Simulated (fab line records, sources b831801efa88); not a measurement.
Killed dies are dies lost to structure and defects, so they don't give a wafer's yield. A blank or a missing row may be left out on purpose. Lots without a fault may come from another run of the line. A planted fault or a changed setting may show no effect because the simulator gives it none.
A struck lot beside a sound one | flow gf180mcu | 15 steps out of a route of 602
Sound: wafers L347.2, L347.4, L347.6. Struck: wafers L353.1, L353.2, L353.4. The cause comes at the end.
At each step with rows: each side's tool, then ch and its chambers, then its first start. Under that, the readings that differ: sound wafers | struck wafers | difference of the means | sigmas: that difference in standard deviations of wafers without a fault.
alike: readings whose means differ by less than 2 such deviations, and words and numbers that are the same on both sides. not compared: withheld readings, readings that some wafer has no value for, bounds like >300 that may hide the same value, and numbers for which the record gives no deviation and whose values overlap.
The two part at a step that has a row with sigmas, a row that says differs or no value, or rows on one side only. Numbers that don't overlap but have no deviation are shown without sigmas and don't part them. A reading that every wafer of one side lacks parts them only if that side has two wafers or more.

GF_M3_THK_MEAS_06: measures by xrf.
  sound on film_metro-02, day 24 00:28; struck on film_metro-01, day 25 19:39
  alike: M3_ALCU_THK
then, 7 steps without rows for these wafers: GF_M3_DEHYDRATE_07 (time 60 s); GF_M3_HMDS_08 (prime time 60 s); GF_M3_COAT_09 (resist thk 1000 nm); GF_M3_SOFTBAKE_10 (time 60 s); GF_M3_EXPOSE_11 (exposes mask Metal3, target cd 280 nm); GF_M3_PEB_12 (peb time 90 s); GF_M3_DEVELOP_13 (develop time 60 s).
GF_M3_CD_MEAS_14: target cd 280 nm.
  sound on cd_sem-01, day 24 22:25; struck on cd_sem-01, day 26 16:36
  alike: cd_nm
GF_M3_OVL_MEAS_15:
  sound on overlay-01, day 24 22:31; struck on overlay-02, day 26 16:43
  alike: M3_OVL
GF_M3_METAL_ETCH_16: etches the open film in Cl2/BCl3, stops on SiO2, target depth 750.8 nm, time 125.1 s.
  sound on rie_metal-03 ch 0,1, day 24 22:33; struck on rie_metal-04 ch 0,1, day 26 16:45
  alike: drypump_motor_current_A, oes_product_au, throttle_valve_pct
  not compared: rf_hours_counter_h
GF_M3_STRIP_17: strips in O2/N2.
  sound on plasma_asher-03 ch 0, day 24 22:41; struck on plasma_asher-03 ch 0,1, day 26 16:53
  alike: drypump_motor_current_A, heater_power_w, oes_product_au, strip_time_to_endpoint_s
  not compared: rf_hours_counter_h
GF_M3_STRIP_18: strips in post etch residue remover, time 1200 s.
  sound on wet_bench-02 ch 0, day 24 22:47; struck on wet_bench-03 ch 1, day 26 16:59
  reading          | sound          | struck      | difference | sigmas
  run_length_s (s) | 1227 1227 1227 | 960 960 960 | -267       | -86
then, 2 steps without rows for these wafers: GF_M3_CLEAN_19 (cleans in DIW); GF_PASSIVATION_PROBE_99.

WHERE THEY PART
Only at GF_M3_STRIP_18, within this record.

WHY: what the simulator had put in
Process parameter drift: wet_bench-03, from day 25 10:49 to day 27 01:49, at GF_M3_STRIP_18. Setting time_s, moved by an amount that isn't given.
